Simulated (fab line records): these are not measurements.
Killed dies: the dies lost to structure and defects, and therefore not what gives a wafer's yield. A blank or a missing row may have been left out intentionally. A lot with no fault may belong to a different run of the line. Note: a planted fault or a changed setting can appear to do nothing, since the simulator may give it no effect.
A lot that was struck, set against a sound lot ; flow sky130 ; 32 steps out of a route of 708
Sound: the wafers L703.3, L703.5, L703.6. Wafers struck: L706.3, L706.4, L706.5. At the end, the cause is stated.
Order at every step that has rows: each side's tool, ch and its chambers, its first start. Under that, the readings that differ: sound wafers ; struck wafers ; difference of the means ; sigmas: that difference in standard deviations of wafers without a fault.
alike: same words and numbers on both sides, and readings whose means sit less than 2 such deviations apart. not compared: any withheld reading, any reading some wafer has no value for, any bound like >300 that may hide the same value, and any number with overlapping values for which the record gives no deviation.
A row with sigmas, a row that says differs or no value, or rows on one side alone: a step with any of these is where the two part. Numbers that have no deviation but don't overlap get no sigmas and don't part them. A reading that every wafer of one side lacks parts them only if that side has two wafers or more.

first, 3 steps without rows for these wafers: SKY_LDD_P_EXPOSE_04 (exposes mask PSDM, target cd 380 nm); SKY_LDD_P_PEB_05; SKY_LDD_P_DEVELOP_06 (develop time 60 s).
SKY_LDD_P_CD_MEAS_07: the cd target is 380 nm.
  sound: cd_sem-02 at day 19 19:31; struck: cd_sem-01 at day 21 00:25
  alike: cd_nm
SKY_LDD_P_OVL_MEAS_08:
  sound: overlay-01 at day 19 19:36; struck: overlay-02 at day 21 00:31
  alike: LDD_P_OVL
after that, 1 step had no rows for these wafers: SKY_LDD_P_IMPLANT_09.
SKY_LDD_P_STRIP_10: strips in O2/N2.
  sound on plasma_asher-02 ch 0,1, day 19 19:49; struck on plasma_asher-02 ch 0,1, day 21 00:43
  alike: drypump_motor_current_A, oes_product_au, strip_time_to_endpoint_s
  not compared: rf_hours_counter_h
SKY_LDD_P_TW_MEAS_11:
  sound: film_metro-04 at day 19 19:54; struck: film_metro-01 at day 21 00:49
  alike: LDD_P_TW
then, 4 steps without rows for these wafers: SKY_LDD_HVN_DEHYDRATE_00 (time 60 s); SKY_LDD_HVN_HMDS_01 (prime time 60 s); SKY_LDD_HVN_COAT_02 (resist thk 300 nm); SKY_LDD_HVN_SOFTBAKE_03 (time 60 s).
SKY_LDD_HVN_EXPOSE_04: exposes mask HVNTM, target cd 700 nm.
  sound on iline_stepper-02 ch 0, day 20 11:59; struck on iline_stepper-02 ch 0, day 21 17:35
reading;sound;struck;difference;sigmas
mask;HVNTM#0 HVNTM#0 HVNTM#0;HVPTM#0 HVPTM#0 HVPTM#0;differs;
  alike: reticle_temp_C, stage_vel_mm_s
then, 2 steps without rows for these wafers: SKY_LDD_HVN_PEB_05; SKY_LDD_HVN_DEVELOP_06 (develop time 60 s).
SKY_LDD_HVN_OVL_MEAS_07:
  sound: overlay-01 at day 21 03:02; struck: overlay-02 at day 22 08:11
reading;sound;struck;difference;sigmas
LDD_HVN_OVL (nm);0.6 1.6 0.9;- - -;no value on the struck wafers;
after that, 1 step had no rows for these wafers: SKY_LDD_HVN_IMPLANT_08.
SKY_LDD_HVN_STRIP_09: strips in O2/N2.
  sound on plasma_asher-03 ch 0,1, day 21 03:14; struck on plasma_asher-04 ch 0,1, day 22 08:24
  alike: drypump_motor_current_A, oes_product_au, strip_time_to_endpoint_s
  not compared: rf_hours_counter_h
SKY_LDD_HVN_TW_MEAS_10:
  sound: film_metro-01 at day 21 03:20; struck: film_metro-04 at day 22 08:29
reading;sound;struck;difference;sigmas
LDD_HVN_TW;1416 1404 1412;30 30 30;-1381;-99 or more
then, 7 steps without rows for these wafers: SKY_LDD_HVP_DEHYDRATE_00 (time 60 s); SKY_LDD_HVP_HMDS_01 (prime time 60 s); SKY_LDD_HVP_COAT_02 (resist thk 300 nm); SKY_LDD_HVP_SOFTBAKE_03 (time 60 s); SKY_LDD_HVP_EXPOSE_04 (exposes mask HVPTM, target cd 700 nm); SKY_LDD_HVP_PEB_05; SKY_LDD_HVP_DEVELOP_06 (develop time 60 s).
SKY_LDD_HVP_OVL_MEAS_07:
  sound: overlay-01 at day 22 10:38; struck: overlay-02 at day 23 14:44
  alike: LDD_HVP_OVL
after that, 1 step had no rows for these wafers: SKY_LDD_HVP_IMPLANT_08.
SKY_LDD_HVP_STRIP_09: strips in O2/N2.
  sound on plasma_asher-04 ch 0,1, day 22 10:50; struck on plasma_asher-04 ch 0,1, day 23 14:56
  alike: drypump_motor_current_A, oes_product_au, strip_time_to_endpoint_s
  not compared: rf_hours_counter_h
SKY_LDD_HVP_TW_MEAS_10:
  sound: film_metro-04 at day 22 10:56; struck: film_metro-04 at day 23 15:02
reading;sound;struck;difference;sigmas
LDD_HVP_TW;450 449 449;1429 1436 1428;+982;+99 or more
then, 1 step without rows for these wafers: SKY_LDD_LDN_DEHYDRATE_00 (time 60 s).
-- a jump in the record: the struck wafers' starts before and after are 24 days apart (it breaks off in module LDD_LDN and resumes in module PAD_OPEN, where the first step shown is number 708 of the route) --
SKY_PAD_OPEN_PROBE_99:
  sound: prober-01 at day 46 08:05; struck: prober-02 at day 47 03:29
reading;sound;struck;difference;sigmas
model.etest.pfet_g5v0d10v5.r_on_ohm_um;4705 4767 4798;6302 6238 6308;+1526;
model.etest.pfet_16v.r_on_ohm_um;1.455e+04 1.471e+04 1.514e+04;1.679e+04 1.673e+04 1.652e+04;+1.880e+03;
model.etest.nfet_g5v0d10v5.r_on_ohm_um;1864 1883 1891;2174 2196 2225;+319;
model.etest.pfet_g5v0d10v5.drive_ua_um;342.2 343.4 343.5;248.8 248.7 244.4;-95.7;
model.etest.nfet_g5v0d10v5.drive_ua_um;614.5 604.2 604.5;527.9 525 520.4;-83.3;
model.etest.nfet_05v0_nvt.drive_ua_um;577.4 582.6 573;540.4 532.4 535.8;-41.5;
model.etest.pfet_16v.drive_ua_um;252.7 246.5 245.7;219 220.2 221;-28;
model.etest.ring_5v.delay_ps;44.15 44.23 44.31;56.37 56.35 57.56;+12.53;

WHERE THEY PART
First at SKY_LDD_HVN_EXPOSE_04; last, within this record, at SKY_LDD_HVP_TW_MEAS_10.

WHY: what the simulator had put in
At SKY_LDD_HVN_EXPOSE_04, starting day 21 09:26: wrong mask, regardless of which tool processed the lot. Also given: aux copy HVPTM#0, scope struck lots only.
